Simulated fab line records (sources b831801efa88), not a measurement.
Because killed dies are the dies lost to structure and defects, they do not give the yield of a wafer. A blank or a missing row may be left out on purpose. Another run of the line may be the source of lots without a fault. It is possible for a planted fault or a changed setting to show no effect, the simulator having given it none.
A sampling plan put to the test || flow sky130 || one line in one fab, 50 faults in these records, each fault weighed on the records of the lots it struck
The line's own looks make up the plan; these are the steps of the route where a gauge or inspection reads the wafer and leaves it unchanged. Where struck wafers have a number at a look and the file lists that look's usual mean and standard deviation on fault-free wafers, the look can be judged. Caught: a look later than the fault's first step finds the struck wafers' mean 4 or more of those standard deviations (sigma) from the usual mean. On the tool: the same test on the tool's own readings at the fault's steps. Also counted as caught: the struck wafers showing another recipe, or a record that is empty for them alone.

THE FAULTS, as the simulator had put them in
1. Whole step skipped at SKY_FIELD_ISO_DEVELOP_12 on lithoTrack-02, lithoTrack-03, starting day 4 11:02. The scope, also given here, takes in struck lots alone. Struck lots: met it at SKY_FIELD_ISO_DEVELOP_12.
2. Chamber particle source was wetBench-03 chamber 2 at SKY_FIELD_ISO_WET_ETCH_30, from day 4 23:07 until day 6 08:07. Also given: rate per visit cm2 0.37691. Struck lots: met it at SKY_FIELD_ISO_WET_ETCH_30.
3. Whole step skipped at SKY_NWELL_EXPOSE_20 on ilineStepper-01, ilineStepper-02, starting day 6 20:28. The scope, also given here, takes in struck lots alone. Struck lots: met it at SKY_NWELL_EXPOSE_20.
4. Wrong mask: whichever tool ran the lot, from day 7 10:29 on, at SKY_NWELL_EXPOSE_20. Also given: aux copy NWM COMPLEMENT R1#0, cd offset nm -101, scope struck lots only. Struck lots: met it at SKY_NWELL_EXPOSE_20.
5. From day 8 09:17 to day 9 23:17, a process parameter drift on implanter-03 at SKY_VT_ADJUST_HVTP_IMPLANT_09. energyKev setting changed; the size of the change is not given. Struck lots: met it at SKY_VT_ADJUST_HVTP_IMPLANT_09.
6. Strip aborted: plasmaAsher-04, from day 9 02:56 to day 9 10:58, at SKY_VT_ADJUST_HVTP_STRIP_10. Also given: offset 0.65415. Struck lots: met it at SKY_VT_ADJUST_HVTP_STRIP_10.
7. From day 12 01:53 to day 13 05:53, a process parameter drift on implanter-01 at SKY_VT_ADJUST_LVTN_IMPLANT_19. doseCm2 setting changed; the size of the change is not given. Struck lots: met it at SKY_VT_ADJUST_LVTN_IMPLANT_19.
8. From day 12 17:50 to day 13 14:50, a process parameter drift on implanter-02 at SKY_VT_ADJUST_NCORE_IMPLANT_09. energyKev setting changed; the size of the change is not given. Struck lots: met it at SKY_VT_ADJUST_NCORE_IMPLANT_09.
9. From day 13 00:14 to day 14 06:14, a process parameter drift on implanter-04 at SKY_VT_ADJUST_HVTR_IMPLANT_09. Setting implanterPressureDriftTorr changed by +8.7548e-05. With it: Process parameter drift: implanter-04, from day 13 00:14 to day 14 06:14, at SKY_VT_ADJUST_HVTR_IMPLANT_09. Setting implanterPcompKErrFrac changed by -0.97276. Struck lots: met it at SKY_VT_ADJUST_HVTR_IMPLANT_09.
10. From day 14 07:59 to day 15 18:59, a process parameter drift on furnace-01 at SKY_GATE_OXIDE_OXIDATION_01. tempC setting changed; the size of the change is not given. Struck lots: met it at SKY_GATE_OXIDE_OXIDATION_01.
11. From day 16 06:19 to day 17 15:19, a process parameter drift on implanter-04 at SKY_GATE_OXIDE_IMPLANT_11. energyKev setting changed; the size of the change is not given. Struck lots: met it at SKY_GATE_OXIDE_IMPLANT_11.
12. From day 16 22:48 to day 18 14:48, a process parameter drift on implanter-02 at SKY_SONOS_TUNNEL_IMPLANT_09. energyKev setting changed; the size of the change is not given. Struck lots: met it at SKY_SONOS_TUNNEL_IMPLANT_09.
13. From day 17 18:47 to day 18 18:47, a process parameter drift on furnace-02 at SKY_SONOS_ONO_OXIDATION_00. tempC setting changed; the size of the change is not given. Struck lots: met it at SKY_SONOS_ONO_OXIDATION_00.
14. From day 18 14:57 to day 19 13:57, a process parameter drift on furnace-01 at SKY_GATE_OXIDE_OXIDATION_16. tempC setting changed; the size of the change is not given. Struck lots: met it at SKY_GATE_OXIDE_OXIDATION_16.
15. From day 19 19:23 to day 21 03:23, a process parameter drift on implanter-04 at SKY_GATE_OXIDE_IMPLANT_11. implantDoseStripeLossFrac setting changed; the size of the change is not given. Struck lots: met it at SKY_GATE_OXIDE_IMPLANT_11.
16. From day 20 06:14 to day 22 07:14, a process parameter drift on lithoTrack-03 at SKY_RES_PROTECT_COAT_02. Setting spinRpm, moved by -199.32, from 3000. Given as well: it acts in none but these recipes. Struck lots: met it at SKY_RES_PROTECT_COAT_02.
17. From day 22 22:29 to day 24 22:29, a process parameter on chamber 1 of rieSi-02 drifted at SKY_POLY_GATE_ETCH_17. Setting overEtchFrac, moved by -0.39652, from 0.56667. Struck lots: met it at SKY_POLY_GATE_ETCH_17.
18. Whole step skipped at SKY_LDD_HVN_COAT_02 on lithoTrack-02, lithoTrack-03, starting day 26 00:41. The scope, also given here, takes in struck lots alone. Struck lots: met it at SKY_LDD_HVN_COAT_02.
19. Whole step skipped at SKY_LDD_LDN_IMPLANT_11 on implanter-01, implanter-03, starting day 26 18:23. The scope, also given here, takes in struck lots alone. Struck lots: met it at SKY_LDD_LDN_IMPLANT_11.
20. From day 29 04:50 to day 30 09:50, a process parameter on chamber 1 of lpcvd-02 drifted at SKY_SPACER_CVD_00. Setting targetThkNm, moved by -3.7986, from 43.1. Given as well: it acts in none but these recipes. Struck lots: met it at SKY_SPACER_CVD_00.
21. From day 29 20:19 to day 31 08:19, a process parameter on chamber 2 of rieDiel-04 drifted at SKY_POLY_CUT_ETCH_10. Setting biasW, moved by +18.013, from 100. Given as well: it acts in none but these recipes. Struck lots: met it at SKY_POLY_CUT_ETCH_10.
22. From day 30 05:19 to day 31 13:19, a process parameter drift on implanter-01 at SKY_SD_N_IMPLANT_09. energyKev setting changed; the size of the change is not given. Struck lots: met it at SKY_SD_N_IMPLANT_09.
23. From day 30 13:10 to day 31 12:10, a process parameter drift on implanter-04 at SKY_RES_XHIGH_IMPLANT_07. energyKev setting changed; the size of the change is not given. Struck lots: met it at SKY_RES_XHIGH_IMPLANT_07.
24. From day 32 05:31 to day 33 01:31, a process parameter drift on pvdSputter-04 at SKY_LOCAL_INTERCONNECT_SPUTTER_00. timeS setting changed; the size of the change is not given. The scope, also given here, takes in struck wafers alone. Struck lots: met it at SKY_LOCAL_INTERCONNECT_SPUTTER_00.
25. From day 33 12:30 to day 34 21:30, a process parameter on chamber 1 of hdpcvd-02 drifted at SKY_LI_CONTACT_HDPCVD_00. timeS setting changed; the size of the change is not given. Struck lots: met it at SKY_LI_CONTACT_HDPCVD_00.
26. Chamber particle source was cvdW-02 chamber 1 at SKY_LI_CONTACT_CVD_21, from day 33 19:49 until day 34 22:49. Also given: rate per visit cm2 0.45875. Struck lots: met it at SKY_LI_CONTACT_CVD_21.
27. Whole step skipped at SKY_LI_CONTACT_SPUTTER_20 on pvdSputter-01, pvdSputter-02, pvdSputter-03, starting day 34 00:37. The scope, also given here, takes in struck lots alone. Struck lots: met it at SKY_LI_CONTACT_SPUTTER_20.
28. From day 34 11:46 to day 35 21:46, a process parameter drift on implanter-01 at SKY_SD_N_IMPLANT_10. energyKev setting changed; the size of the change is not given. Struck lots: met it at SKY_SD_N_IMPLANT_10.
29. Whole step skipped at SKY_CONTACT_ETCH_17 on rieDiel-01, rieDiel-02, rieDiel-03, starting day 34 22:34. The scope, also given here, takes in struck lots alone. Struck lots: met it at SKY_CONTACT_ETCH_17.
30. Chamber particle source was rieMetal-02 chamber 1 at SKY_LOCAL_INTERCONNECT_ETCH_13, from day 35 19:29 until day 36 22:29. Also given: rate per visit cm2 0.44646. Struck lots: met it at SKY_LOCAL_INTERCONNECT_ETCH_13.
31. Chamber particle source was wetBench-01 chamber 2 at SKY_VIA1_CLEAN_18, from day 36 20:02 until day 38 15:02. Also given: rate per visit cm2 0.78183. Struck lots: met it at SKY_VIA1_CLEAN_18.
32. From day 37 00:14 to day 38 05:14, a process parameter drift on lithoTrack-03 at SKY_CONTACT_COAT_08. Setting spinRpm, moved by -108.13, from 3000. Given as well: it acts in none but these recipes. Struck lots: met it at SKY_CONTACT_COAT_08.
33. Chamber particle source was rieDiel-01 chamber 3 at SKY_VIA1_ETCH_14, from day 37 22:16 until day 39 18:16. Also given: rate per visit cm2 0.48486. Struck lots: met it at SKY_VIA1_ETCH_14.
34. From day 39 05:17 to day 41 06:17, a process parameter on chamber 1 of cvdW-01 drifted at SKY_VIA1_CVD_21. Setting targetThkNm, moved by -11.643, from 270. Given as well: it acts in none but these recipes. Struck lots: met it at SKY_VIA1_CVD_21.
35. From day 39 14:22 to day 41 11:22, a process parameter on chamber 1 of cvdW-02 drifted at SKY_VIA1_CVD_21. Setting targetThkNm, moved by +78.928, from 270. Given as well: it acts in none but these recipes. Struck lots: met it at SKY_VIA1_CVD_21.
36. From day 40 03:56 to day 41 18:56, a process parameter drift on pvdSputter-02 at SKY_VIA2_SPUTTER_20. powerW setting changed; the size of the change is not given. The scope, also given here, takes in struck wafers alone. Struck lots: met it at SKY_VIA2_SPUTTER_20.
37. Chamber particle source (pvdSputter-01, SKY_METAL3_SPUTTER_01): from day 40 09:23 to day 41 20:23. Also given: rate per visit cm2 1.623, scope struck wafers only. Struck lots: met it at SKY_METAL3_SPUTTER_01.
38. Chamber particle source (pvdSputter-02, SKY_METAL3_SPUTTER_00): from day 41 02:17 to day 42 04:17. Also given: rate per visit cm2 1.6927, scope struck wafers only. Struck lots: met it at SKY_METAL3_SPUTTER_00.
39. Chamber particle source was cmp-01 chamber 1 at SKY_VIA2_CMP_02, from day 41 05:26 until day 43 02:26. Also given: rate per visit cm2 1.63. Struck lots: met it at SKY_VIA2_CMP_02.
40. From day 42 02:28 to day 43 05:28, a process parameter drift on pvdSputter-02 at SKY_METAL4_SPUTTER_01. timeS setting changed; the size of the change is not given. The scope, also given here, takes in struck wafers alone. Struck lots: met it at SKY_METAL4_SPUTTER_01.
41. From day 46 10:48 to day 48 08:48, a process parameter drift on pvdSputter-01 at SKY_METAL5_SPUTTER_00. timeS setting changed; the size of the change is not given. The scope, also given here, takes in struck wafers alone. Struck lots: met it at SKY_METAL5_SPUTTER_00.
42. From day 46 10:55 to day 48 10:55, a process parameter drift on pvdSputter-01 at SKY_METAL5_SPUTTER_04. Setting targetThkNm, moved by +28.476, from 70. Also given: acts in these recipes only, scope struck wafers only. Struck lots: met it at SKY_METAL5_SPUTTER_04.
43. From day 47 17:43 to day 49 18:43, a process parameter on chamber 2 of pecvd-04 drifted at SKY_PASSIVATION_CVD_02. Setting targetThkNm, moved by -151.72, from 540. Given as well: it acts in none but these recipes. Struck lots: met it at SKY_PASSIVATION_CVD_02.
44. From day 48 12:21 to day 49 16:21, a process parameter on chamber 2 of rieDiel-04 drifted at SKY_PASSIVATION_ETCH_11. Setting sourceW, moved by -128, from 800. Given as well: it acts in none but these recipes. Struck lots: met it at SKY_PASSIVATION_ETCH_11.
45. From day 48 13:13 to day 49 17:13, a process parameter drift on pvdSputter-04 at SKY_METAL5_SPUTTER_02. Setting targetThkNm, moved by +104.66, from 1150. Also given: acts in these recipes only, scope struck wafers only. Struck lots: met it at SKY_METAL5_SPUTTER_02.
46. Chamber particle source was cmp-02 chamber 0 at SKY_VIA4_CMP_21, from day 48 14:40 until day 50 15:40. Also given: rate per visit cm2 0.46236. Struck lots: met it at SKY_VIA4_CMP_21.
47. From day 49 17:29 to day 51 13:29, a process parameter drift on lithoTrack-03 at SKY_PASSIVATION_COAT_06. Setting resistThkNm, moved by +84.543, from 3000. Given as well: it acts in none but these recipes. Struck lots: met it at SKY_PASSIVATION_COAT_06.
48. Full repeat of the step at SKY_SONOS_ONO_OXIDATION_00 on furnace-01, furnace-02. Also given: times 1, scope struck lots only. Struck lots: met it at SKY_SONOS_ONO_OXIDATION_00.
49. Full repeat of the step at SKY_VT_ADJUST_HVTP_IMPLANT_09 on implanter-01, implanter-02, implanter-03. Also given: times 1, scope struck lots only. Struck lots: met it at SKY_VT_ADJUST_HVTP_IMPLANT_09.
50. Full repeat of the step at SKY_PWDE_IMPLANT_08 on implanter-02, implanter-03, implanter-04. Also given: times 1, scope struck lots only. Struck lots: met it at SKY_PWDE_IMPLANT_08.

WHAT THE PLAN SAW
{"fault": 1, "on the tool itself": "no reading that can be judged", "first look that catches it": "no look after it can be judged", "reading, sigma": "-", "median hours from its first step to that look": "-", "hours from the fault's start to the first struck lot there": "-", "judged looks passed uncaught": 0}
{"fault": 2, "on the tool itself": "no reading that can be judged", "first look that catches it": "not the one look that can be judged after it", "reading, sigma": "-", "median hours from its first step to that look": "-", "hours from the fault's start to the first struck lot there": "-", "judged looks passed uncaught": 1}
{"fault": 3, "on the tool itself": "no reading that can be judged", "first look that catches it": "no look after it can be judged", "reading, sigma": "-", "median hours from its first step to that look": "-", "hours from the fault's start to the first struck lot there": "-", "judged looks passed uncaught": 0}
{"fault": 4, "on the tool itself": "under 2 sigma", "first look that catches it": "no look after it can be judged", "reading, sigma": "-", "median hours from its first step to that look": "-", "hours from the fault's start to the first struck lot there": "-", "judged looks passed uncaught": 0}
{"fault": 5, "on the tool itself": "beamEnergyKeV +99 or beyond sigma", "first look that catches it": "no look after it can be judged", "reading, sigma": "-", "median hours from its first step to that look": "-", "hours from the fault's start to the first struck lot there": "-", "judged looks passed uncaught": 0}
{"fault": 6, "on the tool itself": "oesProductAu +48 sigma", "first look that catches it": "SKY_VT_ADJUST_LVTN_TW_MEAS_10", "reading, sigma": "VT_ADJUST_LVTN_TW -99 or beyond", "median hours from its first step to that look": 22.4, "hours from the fault's start to the first struck lot there": 30, "judged looks passed uncaught": 0}
{"fault": 7, "on the tool itself": "doseIonsCm2 -99 or beyond sigma", "first look that catches it": "SKY_VT_ADJUST_LVTN_TW_MEAS_21", "reading, sigma": "VT_ADJUST_LVTN_2_TW -21", "median hours from its first step to that look": 0.2, "hours from the fault's start to the first struck lot there": 11, "judged looks passed uncaught": 0}
{"fault": 8, "on the tool itself": "beamEnergyKeV -99 or beyond sigma", "first look that catches it": "SKY_VT_ADJUST_NCORE_TW_MEAS_11", "reading, sigma": "VT_ADJUST_NCORE_TW -9.9", "median hours from its first step to that look": 0.2, "hours from the fault's start to the first struck lot there": 2, "judged looks passed uncaught": 0}
{"fault": 9, "on the tool itself": "endStationPressureTorr +99 or beyond sigma", "first look that catches it": "SKY_VT_ADJUST_HVTR_TW_MEAS_11", "reading, sigma": "VT_ADJUST_HVTR_TW +10", "median hours from its first step to that look": 0.2, "hours from the fault's start to the first struck lot there": 10, "judged looks passed uncaught": 0}
{"fault": 10, "on the tool itself": "tubeCenterTempC +99 or beyond sigma", "first look that catches it": "SKY_GATE_OXIDE_THK_MEAS_02", "reading, sigma": "GATE_OXIDE_OXIDATION_00_THK +10", "median hours from its first step to that look": 1.4, "hours from the fault's start to the first struck lot there": 14, "judged looks passed uncaught": 0}
{"fault": 11, "on the tool itself": "beamEnergyKeV +99 or beyond sigma", "first look that catches it": "SKY_GATE_OXIDE_TW_MEAS_14", "reading, sigma": "GATE_OXIDE_TW +7.6", "median hours from its first step to that look": 0.4, "hours from the fault's start to the first struck lot there": 7, "judged looks passed uncaught": 0}
{"fault": 12, "on the tool itself": "beamEnergyKeV -99 or beyond sigma", "first look that catches it": "no look after it can be judged", "reading, sigma": "-", "median hours from its first step to that look": "-", "hours from the fault's start to the first struck lot there": "-", "judged looks passed uncaught": 0}
{"fault": 13, "on the tool itself": "tubeCenterTempC +71 sigma", "first look that catches it": "none of the 2 looks that can be judged after it", "reading, sigma": "strongest: SONOS_ONO_OXIDATION_THK at SKY_SONOS_ONO_THK_MEAS_01, +3.4", "median hours from its first step to that look": "-", "hours from the fault's start to the first struck lot there": "-", "judged looks passed uncaught": 2}
{"fault": 14, "on the tool itself": "tubeCenterTempC -99 or beyond sigma", "first look that catches it": "no look after it can be judged", "reading, sigma": "-", "median hours from its first step to that look": "-", "hours from the fault's start to the first struck lot there": "-", "judged looks passed uncaught": 0}
{"fault": 15, "on the tool itself": "no reading that can be judged", "first look that catches it": "none of the 3 looks that can be judged after it", "reading, sigma": "strongest: GATE_OXIDE_TW at SKY_GATE_OXIDE_TW_MEAS_14, -2.7", "median hours from its first step to that look": "-", "hours from the fault's start to the first struck lot there": "-", "judged looks passed uncaught": 3}
{"fault": 16, "on the tool itself": "spinSpeedRpm -99 or beyond sigma", "first look that catches it": "no look after it can be judged", "reading, sigma": "-", "median hours from its first step to that look": "-", "hours from the fault's start to the first struck lot there": "-", "judged looks passed uncaught": 0}
{"fault": 17, "on the tool itself": "oesProductAu +4.7 sigma", "first look that catches it": "not the one look that can be judged after it", "reading, sigma": "-", "median hours from its first step to that look": "-", "hours from the fault's start to the first struck lot there": "-", "judged looks passed uncaught": 1}
{"fault": 18, "on the tool itself": "the tool's record is blank for the struck wafers", "first look that catches it": "SKY_LDD_HVP_TW_MEAS_10", "reading, sigma": "LDD_HVP_TW +99 or beyond", "median hours from its first step to that look": 43.0, "hours from the fault's start to the first struck lot there": 44, "judged looks passed uncaught": 0}
{"fault": 19, "on the tool itself": "the tool's record is blank for the struck wafers", "first look that catches it": "SKY_LDD_LDN_TW_MEAS_13", "reading, sigma": "LDD_LDN_TW -13", "median hours from its first step to that look": 0.2, "hours from the fault's start to the first struck lot there": 0, "judged looks passed uncaught": 0}
{"fault": 20, "on the tool itself": "under 2 sigma", "first look that catches it": "SKY_SPACER_THK_MEAS_01", "reading, sigma": "SPACER_CVD_00_THK -6.5", "median hours from its first step to that look": 1.2, "hours from the fault's start to the first struck lot there": 5, "judged looks passed uncaught": 0}
{"fault": 21, "on the tool itself": "biasW +56 sigma", "first look that catches it": "no look after it can be judged", "reading, sigma": "-", "median hours from its first step to that look": "-", "hours from the fault's start to the first struck lot there": "-", "judged looks passed uncaught": 0}
{"fault": 22, "on the tool itself": "beamEnergyKeV -99 or beyond sigma", "first look that catches it": "SKY_SD_N_RS_MEAS_16", "reading, sigma": "SD_N_RS +13", "median hours from its first step to that look": 0.7, "hours from the fault's start to the first struck lot there": 3, "judged looks passed uncaught": 0}
{"fault": 23, "on the tool itself": "beamEnergyKeV +99 or beyond sigma", "first look that catches it": "none of the 2 looks that can be judged after it", "reading, sigma": "-", "median hours from its first step to that look": "-", "hours from the fault's start to the first struck lot there": "-", "judged looks passed uncaught": 2}
{"fault": 24, "on the tool itself": "under 2 sigma", "first look that catches it": "none of the 3 looks that can be judged after it", "reading, sigma": "strongest: LOCAL_INTERCONNECT_TIN_RS at SKY_LOCAL_INTERCONNECT_RS_MEAS_01, -4.0", "median hours from its first step to that look": "-", "hours from the fault's start to the first struck lot there": "-", "judged looks passed uncaught": 3}
{"fault": 25, "on the tool itself": "runLengthS +99 or beyond sigma", "first look that catches it": "SKY_LI_CONTACT_THK_MEAS_01", "reading, sigma": "LI_CONTACT_HDPCVD_THK +44", "median hours from its first step to that look": 0.1, "hours from the fault's start to the first struck lot there": 6, "judged looks passed uncaught": 0}
{"fault": 26, "on the tool itself": "under 2 sigma", "first look that catches it": "no look after it can be judged", "reading, sigma": "-", "median hours from its first step to that look": "-", "hours from the fault's start to the first struck lot there": "-", "judged looks passed uncaught": 0}
{"fault": 27, "on the tool itself": "the tool's record is blank for the struck wafers", "first look that catches it": "no look after it can be judged", "reading, sigma": "-", "median hours from its first step to that look": "-", "hours from the fault's start to the first struck lot there": "-", "judged looks passed uncaught": 0}
{"fault": 28, "on the tool itself": "beamEnergyKeV -99 or beyond sigma", "first look that catches it": "no look after it can be judged", "reading, sigma": "-", "median hours from its first step to that look": "-", "hours from the fault's start to the first struck lot there": "-", "judged looks passed uncaught": 0}
{"fault": 29, "on the tool itself": "the tool's record is blank for the struck wafers", "first look that catches it": "no look after it can be judged", "reading, sigma": "-", "median hours from its first step to that look": "-", "hours from the fault's start to the first struck lot there": "-", "judged looks passed uncaught": 0}
{"fault": 30, "on the tool itself": "under 2 sigma", "first look that catches it": "no look after it can be judged", "reading, sigma": "-", "median hours from its first step to that look": "-", "hours from the fault's start to the first struck lot there": "-", "judged looks passed uncaught": 0}
{"fault": 31, "on the tool itself": "no reading that can be judged", "first look that catches it": "none of the 3 looks that can be judged after it", "reading, sigma": "-", "median hours from its first step to that look": "-", "hours from the fault's start to the first struck lot there": "-", "judged looks passed uncaught": 3}
{"fault": 32, "on the tool itself": "spinSpeedRpm -59 sigma", "first look that catches it": "none of the 2 looks that can be judged after it", "reading, sigma": "-", "median hours from its first step to that look": "-", "hours from the fault's start to the first struck lot there": "-", "judged looks passed uncaught": 2}
{"fault": 33, "on the tool itself": "under 2 sigma", "first look that catches it": "none of the 6 looks that can be judged after it", "reading, sigma": "-", "median hours from its first step to that look": "-", "hours from the fault's start to the first struck lot there": "-", "judged looks passed uncaught": 6}
{"fault": 34, "on the tool itself": "under 2 sigma", "first look that catches it": "none of the 2 looks that can be judged after it", "reading, sigma": "strongest: VIA1_W_RS at SKY_VIA1_RS_MEAS_22, +3.5", "median hours from its first step to that look": "-", "hours from the fault's start to the first struck lot there": "-", "judged looks passed uncaught": 2}
{"fault": 35, "on the tool itself": "under 2 sigma", "first look that catches it": "SKY_VIA1_RS_MEAS_22", "reading, sigma": "VIA1_W_RS -18", "median hours from its first step to that look": 0.1, "hours from the fault's start to the first struck lot there": 3, "judged looks passed uncaught": 0}
{"fault": 36, "on the tool itself": "cathodeDcPowerW -99 or beyond sigma", "first look that catches it": "no look after it can be judged", "reading, sigma": "-", "median hours from its first step to that look": "-", "hours from the fault's start to the first struck lot there": "-", "judged looks passed uncaught": 0}
{"fault": 37, "on the tool itself": "under 2 sigma", "first look that catches it": "none of the 2 looks that can be judged after it", "reading, sigma": "strongest: CAP2M_TIN_RS at SKY_CAP2M_RS_MEAS_03, -2.3", "median hours from its first step to that look": "-", "hours from the fault's start to the first struck lot there": "-", "judged looks passed uncaught": 2}
{"fault": 38, "on the tool itself": "under 2 sigma", "first look that catches it": "none of the 4 looks that can be judged after it", "reading, sigma": "-", "median hours from its first step to that look": "-", "hours from the fault's start to the first struck lot there": "-", "judged looks passed uncaught": 4}
{"fault": 39, "on the tool itself": "under 2 sigma", "first look that catches it": "no look after it can be judged", "reading, sigma": "-", "median hours from its first step to that look": "-", "hours from the fault's start to the first struck lot there": "-", "judged looks passed uncaught": 0}
{"fault": 40, "on the tool itself": "only faintly: chamberPressurePa -2.0 sigma", "first look that catches it": "no look after it can be judged", "reading, sigma": "-", "median hours from its first step to that look": "-", "hours from the fault's start to the first struck lot there": "-", "judged looks passed uncaught": 0}
{"fault": 41, "on the tool itself": "under 2 sigma", "first look that catches it": "no look after it can be judged", "reading, sigma": "-", "median hours from its first step to that look": "-", "hours from the fault's start to the first struck lot there": "-", "judged looks passed uncaught": 0}
{"fault": 42, "on the tool itself": "under 2 sigma", "first look that catches it": "not the one look that can be judged after it", "reading, sigma": "strongest: METAL5_ALCU_THK at SKY_METAL5_THK_MEAS_06, -3.4", "median hours from its first step to that look": "-", "hours from the fault's start to the first struck lot there": "-", "judged looks passed uncaught": 1}
{"fault": 43, "on the tool itself": "under 2 sigma", "first look that catches it": "SKY_PASSIVATION_THK_MEAS_03", "reading, sigma": "PASSIVATION_CVD_02_THK -25", "median hours from its first step to that look": 0.2, "hours from the fault's start to the first struck lot there": 2, "judged looks passed uncaught": 0}
{"fault": 44, "on the tool itself": "rfFwdPowerW -47 sigma", "first look that catches it": "no look after it can be judged", "reading, sigma": "-", "median hours from its first step to that look": "-", "hours from the fault's start to the first struck lot there": "-", "judged looks passed uncaught": 0}
{"fault": 45, "on the tool itself": "under 2 sigma", "first look that catches it": "SKY_METAL5_RS_MEAS_05", "reading, sigma": "METAL5_ALCU_RS -7.6", "median hours from its first step to that look": 0.1, "hours from the fault's start to the first struck lot there": 2, "judged looks passed uncaught": 0}
{"fault": 46, "on the tool itself": "under 2 sigma", "first look that catches it": "not the one look that can be judged after it", "reading, sigma": "-", "median hours from its first step to that look": "-", "hours from the fault's start to the first struck lot there": "-", "judged looks passed uncaught": 1}
{"fault": 47, "on the tool itself": "under 2 sigma", "first look that catches it": "no look after it can be judged", "reading, sigma": "-", "median hours from its first step to that look": "-", "hours from the fault's start to the first struck lot there": "-", "judged looks passed uncaught": 0}
{"fault": 48, "on the tool itself": "under 2 sigma", "first look that catches it": "SKY_SONOS_ONO_THK_MEAS_01", "reading, sigma": "SONOS_ONO_OXIDATION_THK +28", "median hours from its first step to that look": 3.9, "hours from the fault's start to the first struck lot there": "-", "judged looks passed uncaught": 0}
{"fault": 49, "on the tool itself": "under 2 sigma", "first look that catches it": "SKY_VT_ADJUST_HVTP_TW_MEAS_11", "reading, sigma": "VT_ADJUST_HVTP_TW +35", "median hours from its first step to that look": 0.6, "hours from the fault's start to the first struck lot there": "-", "judged looks passed uncaught": 0}
{"fault": 50, "on the tool itself": "no reading that can be judged", "first look that catches it": "SKY_PWDE_TW_MEAS_10", "reading, sigma": "PWDE_TW +49", "median hours from its first step to that look": 0.6, "hours from the fault's start to the first struck lot there": "-", "judged looks passed uncaught": 0}
Dash: fault not caught, or number not given in these records.

Caught at a look: 17 of 50. Caught on the tool: 24 of 50. By one or the other: 31 of 50.
Faults 5, 12, 13, 14, 16, 17, 21, 23, 27, 28, 29, 32, 36, 44 were caught on the tool alone.
Caught at a look alone: faults 20, 35, 43, 45, 48, 49, 50.
Caught by neither: faults 1, 2, 3, 4, 15, 24, 26, 30, 31, 33, 34, 37, 38, 39, 40, 41, 42, 46, 47.

THINNER SAMPLING
If the look that catches a fault measured only every second or every third lot, by lot number, the first struck lot would be measured this late in the worst case:
{"fault": 6, "struck lots at that look, in order of time": "L824", "every lot": "30 h", "every second lot": "may miss it", "every third lot": "may miss it"}
{"fault": 7, "struck lots at that look, in order of time": "L912, L913", "every lot": "11 h", "every second lot": "23 h", "every third lot": "may miss all 2"}
{"fault": 8, "struck lots at that look, in order of time": "L960, L963", "every lot": "2 h", "every second lot": "21 h", "every third lot": "may miss all 2"}
{"fault": 9, "struck lots at that look, in order of time": "L209, L211, L212", "every lot": "10 h", "every second lot": "28 h", "every third lot": "may miss all 3"}
{"fault": 10, "struck lots at that look, in order of time": "L581, L583, L584", "every lot": "14 h", "every second lot": "34 h", "every third lot": "may miss all 3"}
{"fault": 11, "struck lots at that look, in order of time": "L591, L593", "every lot": "7 h", "every second lot": "may miss all 2", "every third lot": "may miss all 2"}
{"fault": 18, "struck lots at that look, in order of time": "L852, L853, L854", "every lot": "44 h", "every second lot": "51 h", "every third lot": "65 h"}
{"fault": 19, "struck lots at that look, in order of time": "L347, L349, L350", "every lot": "0 h", "every second lot": "29 h", "every third lot": "may miss all 3"}
{"fault": 20, "struck lots at that look, in order of time": "L370, L371", "every lot": "5 h", "every second lot": "19 h", "every third lot": "may miss all 2"}
{"fault": 22, "struck lots at that look, in order of time": "L260, L262", "every lot": "3 h", "every second lot": "may miss all 2", "every third lot": "may miss all 2"}
{"fault": 25, "struck lots at that look, in order of time": "L387, L389", "every lot": "6 h", "every second lot": "may miss all 2", "every third lot": "may miss all 2"}
{"fault": 35, "struck lots at that look, in order of time": "L983, L985", "every lot": "3 h", "every second lot": "may miss all 2", "every third lot": "may miss all 2"}
{"fault": 43, "struck lots at that look, in order of time": "L603", "every lot": "2 h", "every second lot": "may miss it", "every third lot": "may miss it"}
{"fault": 45, "struck lots at that look, in order of time": "L895, L896", "every lot": "2 h", "every second lot": "5 h", "every third lot": "may miss all 2"}
Hours count from the start of the fault until the first struck lot that is measured. The limit of 4 sigma was tested on all struck wafers together, so one lot alone may lie under it. Other struck lots may not be in these records.

THE LONGEST TIMED WAY FROM STEP TO LOOK
Fault 18: median gap of 43.0 hours between SKY_LDD_HVN_COAT_02 and SKY_LDD_HVP_TW_MEAS_10. No look between them can be judged.
